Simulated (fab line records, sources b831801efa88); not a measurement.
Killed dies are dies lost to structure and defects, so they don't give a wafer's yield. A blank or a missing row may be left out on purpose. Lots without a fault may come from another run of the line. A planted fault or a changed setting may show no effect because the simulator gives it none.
Which tool did it? | flow sky130 | 12 lots, 36 wafers sampled, at 5 steps of a route of 708

WHAT THE GAUGES READ, wafer by wafer
SKY_VT_ADJUST_NCORE_OVL_MEAS_08.
lot  | measured     | on         | VT_ADJUST_NCORE_OVL (nm)
L791 | day 9 11:02  | overlay-01 | 0.4 1.4 0.7
L794 | day 10 01:49 | overlay-01 | 1.4 1.4 -0.1
L796 | day 10 20:37 | overlay-01 | 1.4 0.6 0.4
L797 | day 11 04:26 | overlay-02 | -3.0 1.4 -0.9
L798 | day 11 11:29 | overlay-02 | -0.4 -1.8 -0.6
L799 | day 11 17:26 | overlay-02 | 0.9 -1.7 2.1
L800 | day 12 04:07 | overlay-01 | 0.2 -0.3 -0.4
L806 | day 14 07:32 | overlay-02 | 1.1 2.0 2.0
L805 | day 14 08:15 | overlay-02 | 0.3 -1.5 -1.1
L808 | day 14 18:34 | overlay-02 | 0.5 1.2 -0.4
L809 | day 15 01:19 | overlay-01 | -0.8 -1.1 -0.7
L811 | day 15 09:29 | overlay-02 | 0.0 -0.8 -2.0

SKY_VT_ADJUST_HVTR_TW_MEAS_11.
lot  | measured     | on            | VT_ADJUST_HVTR_TW
L791 | day 10 08:24 | film_metro-02 | 209.8 211.1 209.8
L794 | day 11 00:08 | film_metro-01 | 211.1 212.5 211.4
L796 | day 11 21:00 | film_metro-01 | 211.5 212.6 211.1
L797 | day 12 05:39 | film_metro-04 | 211.4 210.9 211.5
L798 | day 12 12:29 | film_metro-01 | 207.7 207.5 209.2
L799 | day 12 18:50 | film_metro-02 | 208.6 208.8 208.2
L800 | day 13 05:19 | film_metro-02 | 210.3 210.9 211.3
L806 | day 15 10:42 | film_metro-02 | 223.8 224.0 223.7
L805 | day 15 11:35 | film_metro-01 | 208.3 208.5 209.0
L808 | day 15 22:08 | film_metro-04 | 225.3 225.0 224.8
L809 | day 16 05:02 | film_metro-02 | 210.9 212.6 211.7
L811 | day 16 13:42 | film_metro-01 | 209.2 209.9 209.7

SKY_SONOS_TUNNEL_OVL_MEAS_08.
lot  | measured     | on         | SONOS_TUNNEL_OVL (nm)
L791 | day 12 08:19 | overlay-01 | -0.5 0.7 1.8
L794 | day 13 00:31 | overlay-01 | 3.4 0.8 2.4
L796 | day 14 00:09 | overlay-01 | 0.6 -2.2 -1.2
L797 | day 14 08:33 | overlay-01 | 0.6 1.8 1.1
L798 | day 14 16:43 | overlay-01 | 2.4 2.7 1.0
L799 | day 14 23:02 | overlay-02 | 1.1 -0.5 0.2
L800 | day 15 10:16 | overlay-02 | 0.9 -0.1 -2.1
L806 | day 17 19:59 | overlay-01 | 0.1 -0.9 -1.4
L805 | day 17 20:17 | overlay-01 | 0.1 -0.2 -0.9
L808 | day 18 07:28 | overlay-02 | -0.5 -2.5 -2.1
L809 | day 18 15:29 | overlay-02 | -2.0 -1.1 -0.8
L811 | day 19 01:24 | overlay-02 | -2.1 -1.3 -0.3

WHICH TOOL RAN EACH LOT (tool, then ch and the chambers of the sampled wafers, then the start)
lot  | SKY_VT_ADJUST_NCORE_STRIP_10         | SKY_VT_ADJUST_HVTR_IMPLANT_09
L791 | plasma_asher-03 ch 0,1, day 9 11:13  | implanter-01 ch 0, day 10 08:10
L794 | plasma_asher-04 ch 0,1, day 10 01:59 | implanter-04 ch 0, day 10 23:53
L796 | plasma_asher-02 ch 1, day 10 20:47   | implanter-01 ch 0, day 11 20:46
L797 | plasma_asher-03 ch 0,1, day 11 04:37 | implanter-03 ch 0, day 12 05:25
L798 | plasma_asher-03 ch 0,1, day 11 11:41 | implanter-03 ch 0, day 12 12:14
L799 | plasma_asher-04 ch 0,1, day 11 17:38 | implanter-01 ch 0, day 12 18:35
L800 | plasma_asher-04 ch 0,1, day 12 04:23 | implanter-04 ch 0, day 13 05:05
L806 | plasma_asher-04 ch 0,1, day 14 07:43 | implanter-01 ch 0, day 15 10:28
L805 | plasma_asher-03 ch 0,1, day 14 08:26 | implanter-04 ch 0, day 15 11:21
L808 | plasma_asher-02 ch 0,1, day 14 18:46 | implanter-01 ch 0, day 15 21:53
L809 | plasma_asher-02 ch 0,1, day 15 01:31 | implanter-04 ch 0, day 16 04:47
L811 | plasma_asher-02 ch 0,1, day 15 09:40 | implanter-03 ch 0, day 16 13:28
- SKY_VT_ADJUST_NCORE_STRIP_10: strips in O2/N2.
- SKY_VT_ADJUST_HVTR_IMPLANT_09

WHAT THE TOOLS THEMSELVES READ (means of the sampled wafers that have a number; where no wafer has one, the mark that the record gives instead)
SKY_VT_ADJUST_NCORE_STRIP_10.
lot  | tool            | drypump_motor_current_A (A) | n2_flow_sccm (sccm) | oes_product_au (a.u.) | strip_time_to_endpoint_s (s)
L791 | plasma_asher-03 | 6.0                         | 299.6               | 0.714                 | 14.13
L794 | plasma_asher-04 | 5.8                         | 299.3               | 0.713                 | 14.22
L796 | plasma_asher-02 | 6.1                         | 299.5               | 0.714                 | 14.18
L797 | plasma_asher-03 | 6.0                         | 300.2               | 0.719                 | 14.23
L798 | plasma_asher-03 | 6.3                         | 300.1               | 0.714                 | 14.21
L799 | plasma_asher-04 | 5.8                         | 299.8               | 0.720                 | 14.22
L800 | plasma_asher-04 | 5.8                         | 301.3               | 0.720                 | 14.22
L806 | plasma_asher-04 | 5.8                         | 300.0               | 0.713                 | 14.15
L805 | plasma_asher-03 | 6.0                         | 300.0               | 0.716                 | 14.16
L808 | plasma_asher-02 | 5.8                         | 300.5               | 0.717                 | 14.12
L809 | plasma_asher-02 | 5.6                         | 300.5               | 0.717                 | 14.17
L811 | plasma_asher-02 | 5.8                         | 299.9               | 0.714                 | 14.24

SKY_VT_ADJUST_HVTR_IMPLANT_09.
lot  | tool         | beam_on_s (s) | end_station_pressure_torr (Torr) | faraday_current_uA
L791 | implanter-01 | 10.16         | 5.14e-06                         | 11.66
L794 | implanter-04 | 9.88          | 5.09e-06                         | 11.98
L796 | implanter-01 | 9.95          | 5.00e-06                         | 11.87
L797 | implanter-03 | 10.09         | 5.42e-06                         | 11.72
L798 | implanter-03 | 10.01         | 4.71e-06                         | 11.84
L799 | implanter-01 | 9.80          | 4.95e-06                         | 12.07
L800 | implanter-04 | 10.06         | 4.95e-06                         | 11.81
L806 | implanter-01 | 12.25         | 1.07e-04                         | 9.72
L805 | implanter-04 | 10.11         | 4.85e-06                         | 11.72
L808 | implanter-01 | 12.41         | 1.15e-04                         | 9.65
L809 | implanter-04 | 10.04         | 5.09e-06                         | 11.84
L811 | implanter-03 | 10.04         | 4.81e-06                         | 11.82

THE ANSWER, worked out from the rows above alone
Rule: what is usual is taken from the lots themselves. Put in order of their means at a reading, lots are off if they are a third of the lots or fewer, leave a main group of 4 or more, and stand apart from it by a gap of 3 or more times the standard deviation of the main group's means; of several such gaps the widest counts. A main group whose means are all the same, to the digits that the tables above print for the reading, isn't used. A lot without any number at a reading at which 4 lots or more have one is off too. The other lots that the step has rows for count as sound. The gauges are gone through in route order, then the tools' own readings, and for those a lot's mean is taken as printed above. The first step at which some lot is off is used, and at that step the reading that is off furthest; a lot without a number counts as furthest.
Off: L806, L808, at SKY_VT_ADJUST_HVTR_TW_MEAS_11 (VT_ADJUST_HVTR_TW). The main group: mean 210.2, standard deviation 1.4.
A tool fits if, at a process step before that reading, it ran every lot that is off, and no sound lot after the first of them. The gauges at SKY_VT_ADJUST_HVTR_TW_MEAS_11 aren't tried: what is off there is off at SKY_VT_ADJUST_HVTR_IMPLANT_09 too, on other tools, and a gauge's error can't cause that. One fits: implanter-01 at SKY_VT_ADJUST_HVTR_IMPLANT_09. Its last sound lot is L799 (day 12 18:35), its first lot that is off L806 (day 15 10:28): a fault that began between those two fits.
The tool's own readings at SKY_VT_ADJUST_HVTR_IMPLANT_09 bear it out: on the lots that are off they differ by more than 5 times the standard deviation of the sound lots' means. beam_on_s reads 12.33 s there against 10.01 s on the sound lots; end_station_pressure_torr reads 1.11e-04 Torr there against 5.00e-06 Torr on the sound lots; faraday_current_uA reads 9.69 there against 11.83 on the sound lots.

WHAT THE SIMULATOR HAD PUT IN
Process parameter drift: implanter-01, from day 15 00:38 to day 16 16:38, at SKY_VT_ADJUST_HVTR_IMPLANT_09. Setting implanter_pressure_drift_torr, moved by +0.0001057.
Process parameter drift: implanter-01, from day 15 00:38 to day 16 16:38, at SKY_VT_ADJUST_HVTR_IMPLANT_09. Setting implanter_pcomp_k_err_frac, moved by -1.
Lots struck among those shown: L806, L808. The rule above found the same.
